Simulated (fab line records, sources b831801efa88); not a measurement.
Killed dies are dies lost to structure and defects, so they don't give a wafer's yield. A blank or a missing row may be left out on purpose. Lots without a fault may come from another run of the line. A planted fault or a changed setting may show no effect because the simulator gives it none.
A struck lot beside a sound one | flow gf180mcu | 19 steps out of a route of 602
Sound: wafers L315.1, L315.4, L315.6. Struck: wafers L322.1, L322.3, L322.6. The cause comes at the end.
At each step with rows: each side's tool, then ch and its chambers, then its first start. Under that, the readings that differ: sound wafers | struck wafers | difference of the means | sigmas: that difference in standard deviations of wafers without a fault.
alike: readings whose means differ by less than 2 such deviations, and words and numbers that are the same on both sides. not compared: withheld readings, readings that some wafer has no value for, bounds like >300 that may hide the same value, and numbers for which the record gives no deviation and whose values overlap.
The two part at a step that has a row with sigmas, a row that says differs or no value, or rows on one side only. Numbers that don't overlap but have no deviation are shown without sigmas and don't part them. A reading that every wafer of one side lacks parts them only if that side has two wafers or more.

GF_M3_STRIP_17: strips in O2/N2.
  sound on plasma_asher-04 ch 0,1, day 24 09:31; struck on plasma_asher-01 ch 0,1, day 26 21:52
  alike: drypump_motor_current_A, heater_power_w, n2_flow_sccm, oes_product_au, platen_temp_c, strip_time_to_endpoint_s
  not compared: rf_hours_counter_h
then, 3 steps without rows for these wafers: GF_M3_STRIP_18 (strips in post etch residue remover, time 1200 s); GF_M3_CLEAN_19 (cleans in DIW); GF_V3_CVD_00 (deposits SiO2, target thk 600 nm, time 100 s).
GF_V3_THK_MEAS_01:
  sound on film_metro-04, day 24 10:10; struck on film_metro-02, day 26 22:29
  alike: V3_CVD_00_THK
GF_V3_CVD_02: deposits SiO2 from TEOS, target thk 850 nm, time 94.851 s.
  sound on pecvd-04 ch 0,1,2, day 24 10:13; struck on pecvd-01 ch 0,1,2, day 26 22:32
  alike: heater_power_w
GF_V3_THK_MEAS_03:
  sound on film_metro-02, day 24 10:17; struck on film_metro-01, day 26 22:36
  alike: V3_CVD_02_THK
GF_V3_CMP_04: polishes SiO2.
  sound on cmp-02 ch 0,2,3, day 24 10:43; struck on cmp-01 ch 0,2,3, day 26 22:43
  alike: motor_current_A, retaining_ring_pressure_frac, time_to_endpoint_s
GF_V3_BOW_MEAS_05:
  sound on film_metro-02, day 24 10:55; struck on film_metro-01, day 26 22:59
  alike: V3_BOW
then, 3 steps without rows for these wafers: GF_V3_DEHYDRATE_06 (time 60 s); GF_V3_HMDS_07 (prime time 60 s); GF_V3_COAT_08.
GF_V3_COAT_09: resist thk 1000 nm.
  sound on litho_track-03 ch 0, day 24 21:00; struck on litho_track-03 ch 0, day 27 08:00
  reading                             | sound          | struck            | difference | sigmas
  model.KrF_of_V3_COAT_09.thk_nm (nm) | 997.3 999 1000 | 992.9 993.2 996.1 | -4.7       |
then, 3 steps without rows for these wafers: GF_V3_SOFTBAKE_10 (time 60 s); GF_V3_EXPOSE_11 (exposes mask Via3, target cd 260 nm); GF_V3_PEB_12 (peb time 90 s).
GF_V3_DEVELOP_13: develop time 60 s.
  sound on litho_track-04 ch 0, day 25 08:32; struck on litho_track-04 ch 0, day 27 19:08
  reading                             | sound             | struck          | difference | sigmas
  model.KrF_of_V3_COAT_09.thk_nm (nm) | 982.4 984.1 985.3 | 978 978.3 981.2 | -5         |
GF_V3_CD_MEAS_14: target cd 260 nm.
  sound on cd_sem-02, day 25 08:46; struck on cd_sem-01, day 27 19:17
  alike: cd_nm
-- the record jumps here: 6 days lie between the struck wafers' starts before and after (it left off in module V3 and takes up again in module PASSIVATION, whose first step shown is number 602 of the route) --
GF_PASSIVATION_PROBE_99:
  the record has rows for the struck wafers here (prober-02, day 33 10:32) and none for the sound ones

WHERE THEY PART
Only at GF_PASSIVATION_PROBE_99, within this record.

WHY: what the simulator had put in
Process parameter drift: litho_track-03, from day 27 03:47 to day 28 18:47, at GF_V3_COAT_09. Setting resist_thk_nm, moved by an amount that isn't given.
